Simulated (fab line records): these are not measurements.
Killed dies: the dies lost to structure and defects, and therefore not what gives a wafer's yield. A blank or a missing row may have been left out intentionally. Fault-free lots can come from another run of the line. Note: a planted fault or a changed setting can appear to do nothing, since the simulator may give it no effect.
fab line records	flow gf180mcu
record lots=5	wafers=23
route steps=602 shown V4@485 MIM@508 M5@530 TOP_METAL@569
startH: hours from the record's opening day to when the first of the lot's shown wafers began	waitH: hours since the lot's step before	" identical to the entry in the row above	L1.1+2: several wafers, shown together as one row	- value missing, or start not given	* or withheld: withheld	< > ~ a bound
route shown NAME@n: NAME is a module with steps in the file, n the number in the route of the first one	usual: mean and standard deviation over wafers with no fault	same: alike in all rows	chamber/n: place in a boat	sites: each site's reading	_std_site: the values' standard deviation	_edge_site: the outer-site mean with the inner-site mean subtracted	radiusMm: how far each site lies from the wafer's centre	mask NAME#n: copy n	behind: the last tool/chamber to shape the wafer	hold: why the lot was held/for how many hours/how that ended	device: the n, p or np transistor that did not switch	end of line: the tests these same wafers got at the end of their route	step lacking rows: just its recipe	killed: dies lost to structure and defects at the first sort, not the wafer's yield	map: a wafer's dies, marking killed ones x, the rest . and places with no die _
set.NAME: the setting as run; set.NAME@STEP: as run at that earlier step	model.NAME: the simulator's own value behind a step, which no gauge read
lots run with intentionally changed settings; tables by step, rows by wafer
## steps
# step GF_V4_COAT_09
# recipe resist=KrF	spinRpm=withheld	resistThkNm=1000
lot.wafer	tool	chamber	startH	waitH	set.resistThkNm	model.KrF_of_V4_COAT_09.thkNm
L076.2	lithoTrack-04	0	-	-	1000	1004
L076.3	"	0	"	"	1000	999.5
L076.4	"	0	"	"	1000	1002
L076.5+6	"	0	"	"	1000	1001
L077.1+2	lithoTrack-04	0	-	-	1000	1006
L077.6	"	0	"	"	1000	1005
L080.1+3	lithoTrack-03	0	-	-	1000	1006
L080.2	"	0	"	"	1000	1001
L080.5	"	0	"	"	1000	1002
L080.6	"	0	"	"	1000	1004
L082.1	lithoTrack-01	0	-	-	981.1	980.7
L082.2	"	0	"	"	1000	996.2
L082.3	"	0	"	"	981.1	979.2
L082.5	"	0	"	"	1000	1001
L082.6	"	0	"	"	981.1	977.7
L084.1	lithoTrack-03	0	-	-	1024	1023
L084.2	"	0	"	"	1000	999.2
L084.3	"	0	"	"	1000	998.3
L084.5	"	0	"	"	1000	999.8
L084.6	"	0	"	"	1024	1024
# step GF_V4_SOFTBAKE_10
# recipe tempC=130	timeS=60	resist=KrF
# step GF_V4_EXPOSE_11
# recipe maskId=Via4	targetCdNm=260	na=0.68	sourceShape=conventional	sigmaOuter=0.6	doseMj=37.25
# step GF_V4_ETCH_16
# recipe chemistry=N2/H2	targetDepthA=withheld	overetchA=withheld	timeS=withheld	target=BARC	ionEnergyEv=200	sourceW=500	biasW=100	pressureMtorr=30	n2FlowSccm=100	h2FlowSccm=200
# step GF_V4_ETCH_17
# recipe chemistry=C4F8/O2/Ar	maskMaterial=KrF	target=SiO2	stopOn=TiN	sourceW=1500	biasW=1200	pressureMtorr=40	c4f8FlowSccm=withheld	O2_flow_sccm=6	Ar_flow_sccm=300	timeS=withheld	targetDepthA=6300
# usual oesProductAu=0.856/0.0051
lot.wafer	tool	chamber	startH	waitH	set.leaveAboveRefNm@V4_CMP_04	oesProductAu	model.V4.featureDepthNm
L076.2	rieDiel-04	1	-	-	618.6	0.842	619.9
L076.3	"	2	"	"	632.5	0.859	632.3
L076.4	"	0	"	"	618.6	0.835	621.8
L076.5	"	0	"	"	618.6	0.844	619.3
L076.6	"	1	"	"	632.5	0.859	634.5
L077.1	rieDiel-02	0	-	-	632.5	0.855	630.8
L077.2	"	2	"	"	632.5	0.854	631.9
L077.6	"	1	"	"	632.5	0.854	632.2
L080.1	rieDiel-02	2	-	-	632.5	0.861	633.1
L080.2	"	0	"	"	667.1	0.882	666.1
L080.3	"	3	"	"	632.5	0.859	633.3
L080.5	"	1	"	"	632.5	0.856	631.4
L080.6	"	2	"	"	667.1	0.889	666.6
L082.1	rieDiel-03	1	-	-	670.2	0.882	672
L082.2	"	3	"	"	670.2	0.895	672.1
L082.3	"	2	"	"	632.5	0.855	632.1
L082.5	"	1	"	"	632.5	0.854	632.5
L082.6	"	2	"	"	632.5	0.869	634.9
L084.1	rieDiel-03	0	-	-	632.5	0.857	633.5
L084.2	"	3	"	"	632.5	0.850	630.7
L084.3	"	2	"	"	632.5	0.858	632.5
L084.5	"	1	"	"	632.5	0.858	632.2
L084.6	"	2	"	"	632.5	0.855	632.9
# step GF_V4_SPUTTER_22
# recipe material=TiN	targetThkNm=10	chamberPressurePa=5	powerW=4000	timeS=40
lot.wafer	tool	chamber	startH	waitH	set.powerW	model.TiN_of_V4_SPUTTER_22.thkNm
L076.2	pvdSputter-03	-	573.43	0.0	4000	10.05
L076.3+4	"	-	"	"	4000	10.03
L076.5	"	-	"	"	4165	10.41
L076.6	"	-	"	"	4165	10.47
L077.1	pvdSputter-03	-	590.05	0.0	4000	9.914
L077.2	"	-	"	"	4000	9.911
L077.6	"	-	"	"	4000	9.961
L080.1	pvdSputter-01	-	616.21	0.0	4000	9.92
L080.2	"	-	"	"	4265	10.69
L080.3	"	-	"	"	4000	9.966
L080.5	"	-	"	"	4265	10.65
L080.6	"	-	"	"	4265	10.78
L082.1	pvdSputter-02	-	623.90	0.0	4000	10.05
L082.2	"	-	"	"	4000	10.06
L082.3	"	-	"	"	4000	10.03
L082.5	"	-	"	"	4000	9.981
L082.6	"	-	"	"	4000	9.772
L084.1	pvdSputter-02	-	651.03	0.0	4000	9.95
L084.2	"	-	"	"	4000	10.12
L084.3	"	-	"	"	3746	9.126
L084.5	"	-	"	"	3746	9.361
L084.6	"	-	"	"	4000	10.17
# step GF_MIM_CVD_05
# recipe material=Si3N4	targetThkNm=42	tempMaxC=400	tempC=385	timeS=29.086	rfW=450
lot.wafer	tool	chamber	startH	waitH	set.timeS	model.Si3N4_of_MIM_CVD_05.thkNm
L076.2	pecvd-03	2	575.05	0.0	25.4	36.44
L076.3	"	1	"	"	29.086	42.23
L076.4	"	2	"	"	29.086	43.13
L076.5	"	0	"	"	25.4	37.04
L076.6	"	1	"	"	29.086	42.78
L077.1	pecvd-04	0	590.91	0.0	29.086	42.13
L077.2	"	1	"	"	29.086	42.02
L077.6	"	2	"	"	29.086	43.27
L080.1	pecvd-01	1	617.06	0.0	32.61	46.54
L080.2	"	0	"	"	29.086	41.46
L080.3	"	2	"	"	29.086	41.67
L080.5	"	1	"	"	32.61	47.76
L080.6	"	2	"	"	29.086	42.12
L082.1	pecvd-01	0	624.91	0.0	27.61	39.12
L082.2	"	2	"	"	29.086	41.69
L082.3	"	1	"	"	29.086	41.6
L082.5	"	2	"	"	29.086	42.34
L082.6	"	1	"	"	27.61	40.44
L084.1	pecvd-03	1	651.88	0.0	27.87	39.97
L084.2	"	0	"	"	29.086	41.14
L084.3	"	2	"	"	27.87	39.25
L084.5	"	2	"	"	29.086	41.48
L084.6	"	1	"	"	29.086	41.71
# step GF_MIM_THK_MEAS_06
# recipe reads=Si3N4_of_MIM_CVD_05
# usual MIM_CVD_05_THK=41.9/0.53
lot.wafer	tool	chamber	startH	waitH	set.timeS@MIM_CVD_05	MIM_CVD_05_THK[nm]
L076.2	filmMetro-01	-	575.09	0.0	25.4	36.4
L076.3	"	-	"	"	29.086	42.1
L076.4	"	-	"	"	29.086	43.1
L076.5	"	-	"	"	25.4	37.1
L076.6	"	-	"	"	29.086	42.8
L077.1	filmMetro-01	-	590.94	0.0	29.086	42.1
L077.2	"	-	"	"	29.086	42.0
L077.6	"	-	"	"	29.086	43.3
L080.1	filmMetro-01	-	617.10	0.0	32.61	46.5
L080.2	"	-	"	"	29.086	41.5
L080.3	"	-	"	"	29.086	41.7
L080.5	"	-	"	"	32.61	47.8
L080.6	"	-	"	"	29.086	42.1
L082.1	filmMetro-04	-	624.94	0.0	27.61	39.1
L082.2	"	-	"	"	29.086	41.7
L082.3	"	-	"	"	29.086	41.6
L082.5	"	-	"	"	29.086	42.4
L082.6	"	-	"	"	27.61	40.4
L084.1	filmMetro-01	-	651.91	0.0	27.87	40.0
L084.2	"	-	"	"	29.086	41.2
L084.3	"	-	"	"	27.87	39.2
L084.5	"	-	"	"	29.086	41.5
L084.6	"	-	"	"	29.086	41.7
# step GF_M5_EXPOSE_04
# recipe maskId=Metal5	targetCdNm=280	na=0.68	sourceShape=conventional	sigmaOuter=0.6	doseMj=28
lot.wafer	tool	chamber	startH	waitH	mask	set.doseMj
L076.2+4	krfScanner-02	0	-	-	Metal5#0	27.01
L076.3+5+6	"	0	"	"	Metal5#0	28
L077.1+2+6	krfScanner-01	0	-	-	Metal5#0	28
L080.1+2+6	krfScanner-01	0	-	-	Metal5#0	28.55
L080.3+5	"	0	"	"	Metal5#0	28
L082.1+2	krfScanner-01	0	-	-	Metal5#0	26.25
L082.3+5+6	"	0	"	"	Metal5#0	28
L084.1+5+6	krfScanner-02	0	-	-	Metal5#0	26.71
L084.2+3	"	0	"	"	Metal5#0	28
# step GF_M5_PEB_05
# recipe pebTempC=135	pebTimeS=90	resist=KrF
lot.wafer	tool	chamber	startH	waitH	set.pebTempC
L076.2+4+6	lithoTrack-01	0	-	-	131.4
L076.3+5	"	0	"	"	135
L077.1+2+6	lithoTrack-01	0	-	-	135
L080.1+2+3+5+6	lithoTrack-02	0	-	-	135
L082.1+3	lithoTrack-03	0	-	-	135
L082.2+5+6	"	0	"	"	131.7
L084.1+3+5	lithoTrack-02	0	-	-	137.7
L084.2+6	"	0	"	"	135
# step GF_M5_DEVELOP_06
# recipe developTimeS=60	devTempC=21
# step GF_M5_CD_MEAS_07
# recipe targetCdNm=280
# usual cdNm=280.0/0.98
lot.wafer	tool	chamber	startH	waitH	set.doseMj@M5_EXPOSE_04	set.pebTempC@M5_PEB_05	cdNm
L076.2	cdSem-02	-	618.41	0.1	27.01	131.4	296.3
L076.3	"	-	"	"	28	135	279.7
L076.4	"	-	"	"	27.01	131.4	296.6
L076.5	"	-	"	"	28	135	278.9
L076.6	"	-	"	"	28	131.4	291.5
L077.1	cdSem-01	-	632.99	0.1	28	135	280.9
L077.2	"	-	"	"	28	135	281.4
L077.6	"	-	"	"	28	135	280.4
L080.1	cdSem-02	-	657.72	0.1	28.55	135	276.0
L080.2	"	-	"	"	28.55	135	274.9
L080.3	"	-	"	"	28	135	279.3
L080.5	"	-	"	"	28	135	278.9
L080.6	"	-	"	"	28.55	135	277.0
L082.1	cdSem-02	-	664.74	0.1	26.25	135	290.0
L082.2	"	-	"	"	26.25	131.7	300.2
L082.3	"	-	"	"	28	135	280.4
L082.5	"	-	"	"	28	131.7	290.9
L082.6	"	-	"	"	28	131.7	291.6
L084.1	cdSem-01	-	690.02	0.1	26.71	137.7	280.6
L084.2	"	-	"	"	28	135	279.4
L084.3	"	-	"	"	28	137.7	273.8
L084.5	"	-	"	"	26.71	137.7	280.6
L084.6	"	-	"	"	26.71	135	287.3
# step GF_M5_ETCH_09
# recipe chemistry=CF4/O2	target=Si3N4	targetDepthNm=52	sourceW=800	biasW=150	pressureMtorr=150	cf4FlowSccm=80	O2_flow_sccm=10	timeS=11.6
lot.wafer	tool	chamber	startH	waitH	set.doseMj@M5_EXPOSE_04	set.pebTempC@M5_PEB_05	model.M5.cdNm
L076.2	rieDiel-02	3	618.54	0.0	27.01	131.4	297
L076.3	"	0	"	"	28	135	279.3
L076.4	"	1	"	"	27.01	131.4	296.4
L076.5	"	3	"	"	28	135	279.2
L076.6	"	2	"	"	28	131.4	291.4
L077.1	rieDiel-01	0	633.14	0.0	28	135	280.4
L077.2	"	2	"	"	28	135	281.3
L077.6	"	1	"	"	28	135	280.5
L080.1	rieDiel-01	3	657.87	0.0	28.55	135	276
L080.2	"	1	"	"	28.55	135	275.3
L080.3	"	0	"	"	28	135	279
L080.5	"	3	"	"	28	135	279.1
L080.6	"	2	"	"	28.55	135	276.5
L082.1	rieDiel-02	2	664.90	0.0	26.25	135	290.3
L082.2	"	3	"	"	26.25	131.7	301.2
L082.3	"	0	"	"	28	135	280
L082.5	"	3	"	"	28	131.7	291.9
L082.6	"	0	"	"	28	131.7	291.5
L084.1+5	rieDiel-01	3	690.17	0.0	26.71	137.7	280.3
L084.2	"	0	"	"	28	135	278.9
L084.3	"	1	"	"	28	137.7	273.8
L084.6	"	0	"	"	26.71	135	286.7
# step GF_TOP_METAL_SPUTTER_02
# recipe material=AlCu	targetThkNm=900	powerW=10600	chamberPressurePa=0.3	substrateTempC=250	gas=Ar	timeS=47.82
lot.wafer	tool	chamber	startH	waitH	set.timeS	model.AlCu_of_TOP_METAL_SPUTTER_02.thkNm
L076.2	pvdSputter-01	-	640.97	0.0	41.79	787.5
L076.3	"	-	"	"	41.79	784.2
L076.4	"	-	"	"	47.82	904.2
L076.5	"	-	"	"	47.82	909.5
L076.6	"	-	"	"	41.79	792.4
L077.1	pvdSputter-04	-	656.03	0.0	47.82	908.2
L077.2	"	-	"	"	47.82	886.4
L077.6	"	-	"	"	47.82	898.3
L080.1	pvdSputter-01	-	680.46	0.0	52.77	990.5
L080.2	"	-	"	"	47.82	905.5
L080.3	"	-	"	"	52.77	991.7
L080.5	"	-	"	"	47.82	888.7
L080.6	"	-	"	"	47.82	896
L082.1	pvdSputter-04	-	687.02	0.0	45.3	827.4
L082.2	"	-	"	"	45.3	830.3
L082.3	"	-	"	"	45.3	846.4
L082.5	"	-	"	"	47.82	881.1
L082.6	"	-	"	"	47.82	886.1
L084.1	pvdSputter-02	-	711.38	0.0	47.82	906.2
L084.2	"	-	"	"	47.82	902
L084.3	"	-	"	"	50.22	930.9
L084.5	"	-	"	"	50.22	951.1
L084.6	"	-	"	"	50.22	945.2
# step GF_TOP_METAL_SPUTTER_03
# recipe material=Ti	targetThkNm=5	substrateTempC=300	chamberPressurePa=0.3	powerW=3000	timeS=3.3
# step GF_TOP_METAL_SPUTTER_04
# recipe material=TiN	targetThkNm=25	powerW=6500	timeS=20.8	chamberPressurePa=0.4
# step GF_TOP_METAL_RS_MEAS_05
# recipe thkMeasGauge=four-point-probe	reads=TiN_of_TOP_METAL_SPUTTER_04+Ti_of_TOP_METAL_SPUTTER_03+AlCu_of_TOP_METAL_SPUTTER_02+TiN_of_TOP_METAL_SPUTTER_01+Ti_of_TOP_METAL_SPUTTER_00
# usual TOP_METAL_ALCU_RS=0.03281/0.00029
lot.wafer	tool	chamber	startH	waitH	set.timeS@TOP_METAL_SPUTTER_02	TOP_METAL_ALCU_RS[ohm/sq]
L076.2	filmMetro-03	-	641.08	0.0	41.79	0.0374
L076.3	"	-	"	"	41.79	0.03758
L076.4	"	-	"	"	47.82	0.03258
L076.5	"	-	"	"	47.82	0.0324
L076.6	"	-	"	"	41.79	0.03721
L077.1	filmMetro-01	-	656.12	0.0	47.82	0.03245
L077.2	"	-	"	"	47.82	0.03327
L077.6	"	-	"	"	47.82	0.03283
L080.1	filmMetro-01	-	680.55	0.0	52.77	0.02976
L080.2	"	-	"	"	47.82	0.03251
L080.3	"	-	"	"	52.77	0.02973
L080.5	"	-	"	"	47.82	0.03311
L080.6	"	-	"	"	47.82	0.03289
L082.1	filmMetro-03	-	687.11	0.0	45.3	0.03568
L082.2	"	-	"	"	45.3	0.03554
L082.3	"	-	"	"	45.3	0.03487
L082.5	"	-	"	"	47.82	0.03343
L082.6	"	-	"	"	47.82	0.0333
L084.1	filmMetro-01	-	711.47	0.0	47.82	0.03256
L084.2	"	-	"	"	47.82	0.03262
L084.3	"	-	"	"	50.22	0.03167
L084.5	"	-	"	"	50.22	0.03107
L084.6	"	-	"	"	50.22	0.0312
# step GF_TOP_METAL_THK_MEAS_06
# recipe thkMeasGauge=xrf	reads=AlCu_of_TOP_METAL_SPUTTER_02
# usual TOP_METAL_ALCU_THK=879/8.2
lot.wafer	tool	chamber	startH	waitH	set.timeS@TOP_METAL_SPUTTER_02	TOP_METAL_ALCU_THK[nm]
L076.2	filmMetro-03	-	641.19	0.1	41.79	772
L076.3	"	-	"	"	41.79	767
L076.4	"	-	"	"	47.82	883
L076.5	"	-	"	"	47.82	891
L076.6	"	-	"	"	41.79	777
L077.1	filmMetro-01	-	656.24	0.1	47.82	891
L077.2	"	-	"	"	47.82	869
L077.6	"	-	"	"	47.82	883
L080.1	filmMetro-01	-	680.67	0.1	52.77	968
L080.2	"	-	"	"	47.82	887
L080.3	"	-	"	"	52.77	969
L080.5	"	-	"	"	47.82	873
L080.6	"	-	"	"	47.82	875
L082.1	filmMetro-03	-	687.23	0.1	45.3	806
L082.2	"	-	"	"	45.3	811
L082.3	"	-	"	"	45.3	825
L082.5	"	-	"	"	47.82	860
L082.6	"	-	"	"	47.82	868
L084.1	filmMetro-01	-	711.59	0.1	47.82	886
L084.2	"	-	"	"	47.82	883
L084.3	"	-	"	"	50.22	910
L084.5	"	-	"	"	50.22	928
L084.6	"	-	"	"	50.22	924
# step GF_TOP_METAL_EXPOSE_11
# recipe maskId=MetalTop	targetCdNm=440	na=0.6	sourceShape=conventional	sigmaOuter=0.6	doseMj=170
lot.wafer	tool	chamber	startH	waitH	mask	set.doseMj
L076.2+3+5	ilineStepper-02	0	-	-	MetalTop#0	170
L076.4+6	"	0	"	"	MetalTop#0	161.7
L077.1+2+6	ilineStepper-02	0	-	-	MetalTop#0	170
L080.1+2+3+5+6	ilineStepper-01	0	-	-	MetalTop#0	170
L082.1+2+5	ilineStepper-01	0	-	-	MetalTop#0	170
L082.3+6	"	0	"	"	MetalTop#0	176.7
L084.1+2+6	ilineStepper-02	0	-	-	MetalTop#0	173.5
L084.3+5	"	0	"	"	MetalTop#0	170
# step GF_TOP_METAL_DEVELOP_13
# recipe developTimeS=60	devTempC=23
lot.wafer	tool	chamber	startH	waitH	set.developTimeS
L076.2+4+6	lithoTrack-01	0	660.16	0.1	51.79
L076.3+5	"	0	"	"	60
L077.1+2+6	lithoTrack-04	0	675.45	0.1	60
L080.1+2+3+5+6	lithoTrack-04	0	698.65	0.1	60
L082.1+5+6	lithoTrack-03	0	705.54	0.1	63.77
L082.2+3	"	0	"	"	60
L084.1+2+3+5+6	lithoTrack-04	0	728.85	0.1	60
# step GF_TOP_METAL_CD_MEAS_14
# recipe targetCdNm=440
# usual cdNm=440.5/1.9
lot.wafer	tool	chamber	startH	waitH	set.doseMj@TOP_METAL_EXPOSE_11	set.developTimeS@TOP_METAL_DEVELOP_13	cdNm
L076.2	cdSem-02	-	660.31	0.1	170	51.79	453.4
L076.3	"	-	"	"	170	60	438.5
L076.4	"	-	"	"	161.7	51.79	467.4
L076.5	"	-	"	"	170	60	438.3
L076.6	"	-	"	"	161.7	51.79	467.3
L077.1	cdSem-01	-	675.60	0.1	170	60	443.3
L077.2	"	-	"	"	170	60	442.2
L077.6	"	-	"	"	170	60	444.2
L080.1	cdSem-02	-	698.80	0.1	170	60	436.6
L080.2	"	-	"	"	170	60	439.5
L080.3	"	-	"	"	170	60	438.3
L080.5	"	-	"	"	170	60	440.2
L080.6	"	-	"	"	170	60	439.2
L082.1	cdSem-01	-	705.69	0.1	170	63.77	433.4
L082.2	"	-	"	"	170	60	440.7
L082.3	"	-	"	"	176.7	60	427.2
L082.5	"	-	"	"	170	63.77	435.2
L082.6	"	-	"	"	176.7	63.77	422.6
L084.1	cdSem-01	-	729.00	0.1	173.5	60	434.5
L084.2	"	-	"	"	173.5	60	434.2
L084.3	"	-	"	"	170	60	441.8
L084.5	"	-	"	"	170	60	439.6
L084.6	"	-	"	"	173.5	60	437.1
# step GF_TOP_METAL_METAL_ETCH_16
# recipe chemistry=Cl2/BCl3	maskMaterial=NOVOLAK	targetDepthNm=1077.5	stopOn=SiO2	pressureMtorr=8	icpW=800	biasW=140	Cl2_flow_sccm=80	bcl3FlowSccm=40	timeS=179.6
# usual oesProductAu=0.964/0.0063
lot.wafer	tool	chamber	startH	waitH	set.timeS@TOP_METAL_SPUTTER_02	oesProductAu
L076.2	rieMetal-01	0	660.52	0.1	41.79	0.902
L076.3	"	0	"	"	41.79	0.903
L076.4	"	0	"	"	47.82	0.966
L076.5	"	0	"	"	47.82	0.975
L076.6	"	0	"	"	41.79	0.911
L077.1	rieMetal-03	1	675.76	0.0	47.82	0.965
L077.2	"	0	"	"	47.82	0.957
L077.6	"	0	"	"	47.82	0.963
L080.1	rieMetal-01	0	698.96	0.0	52.77	1.004
L080.2	"	1	"	"	47.82	0.971
L080.3	"	1	"	"	52.77	0.997
L080.5	"	1	"	"	47.82	0.961
L080.6	"	0	"	"	47.82	0.964
L082.1	rieMetal-04	0	705.84	0.0	45.3	0.918
L082.2	"	1	"	"	45.3	0.919
L082.3	"	0	"	"	45.3	0.931
L082.5	"	0	"	"	47.82	0.961
L082.6	"	1	"	"	47.82	0.953
L084.1	rieMetal-03	0	729.16	0.0	47.82	0.975
L084.2	"	1	"	"	47.82	0.961
L084.3	"	0	"	"	50.22	0.983
L084.5	"	0	"	"	50.22	0.996
L084.6	"	1	"	"	50.22	0.986
## key
split step=GF_V4_COAT_09	setting=resistThkNm	stated=1000	by=wafer
response step=GF_V4_COAT_09	reading=model.KrF_of_V4_COAT_09.thkNm	change=+10.2	per=1%	r=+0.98
split step=GF_V4_SPUTTER_22	setting=powerW	stated=4000	by=wafer
response step=GF_V4_SPUTTER_22	reading=model.TiN_of_V4_SPUTTER_22.thkNm	change=+0.119	per=1%	r=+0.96
split step=GF_MIM_CVD_05	setting=timeS	stated=29.086	by=wafer
response step=GF_MIM_CVD_05	reading=model.Si3N4_of_MIM_CVD_05.thkNm	change=+0.455	per=1%	r=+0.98
response step=GF_MIM_THK_MEAS_06	reading=MIM_CVD_05_THK	change=+0.452	per=1%	r=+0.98
split step=GF_M5_EXPOSE_04	setting=doseMj	stated=28	by=wafer
response step=GF_M5_CD_MEAS_07	reading=cdNm	slope=-1.55	per=1%	togetherWith=pebTempC@M5_PEB_05	explained=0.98
response step=GF_M5_ETCH_09	reading=model.M5.cdNm	slope=-1.59	per=1%	togetherWith=pebTempC@M5_PEB_05	explained=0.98
split step=GF_M5_PEB_05	setting=pebTempC	stated=135	by=wafer
response step=GF_M5_CD_MEAS_07	reading=cdNm	slope=-4.1	per=1%	togetherWith=doseMj@M5_EXPOSE_04	explained=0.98
response step=GF_M5_ETCH_09	reading=model.M5.cdNm	slope=-4.17	per=1%	togetherWith=doseMj@M5_EXPOSE_04	explained=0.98
split step=GF_TOP_METAL_SPUTTER_02	setting=timeS	stated=47.82	by=wafer
response step=GF_TOP_METAL_SPUTTER_02	reading=model.AlCu_of_TOP_METAL_SPUTTER_02.thkNm	change=+9.16	per=1%	r=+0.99
response step=GF_TOP_METAL_RS_MEAS_05	reading=TOP_METAL_ALCU_RS	change=-0.000347	per=1%	r=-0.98
response step=GF_TOP_METAL_THK_MEAS_06	reading=TOP_METAL_ALCU_THK	change=+8.86	per=1%	r=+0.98
response step=GF_TOP_METAL_METAL_ETCH_16	reading=oesProductAu	change=+0.0046	per=1%	r=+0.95
split step=GF_TOP_METAL_EXPOSE_11	setting=doseMj	stated=170	by=wafer
response step=GF_TOP_METAL_CD_MEAS_14	reading=cdNm	change=-3.98	per=1%	r=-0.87
split step=GF_TOP_METAL_DEVELOP_13	setting=developTimeS	stated=60	by=wafer
response step=GF_TOP_METAL_CD_MEAS_14	reading=cdNm	slope=-1.02	per=1%	togetherWith=doseMj@TOP_METAL_EXPOSE_11	explained=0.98
split outsideThisFile step=GF_V4_CMP_04 setting=leaveAboveRefNm
# split outsideThisFile: this setting was split too, and the file shows its column; the key of that split is in another file
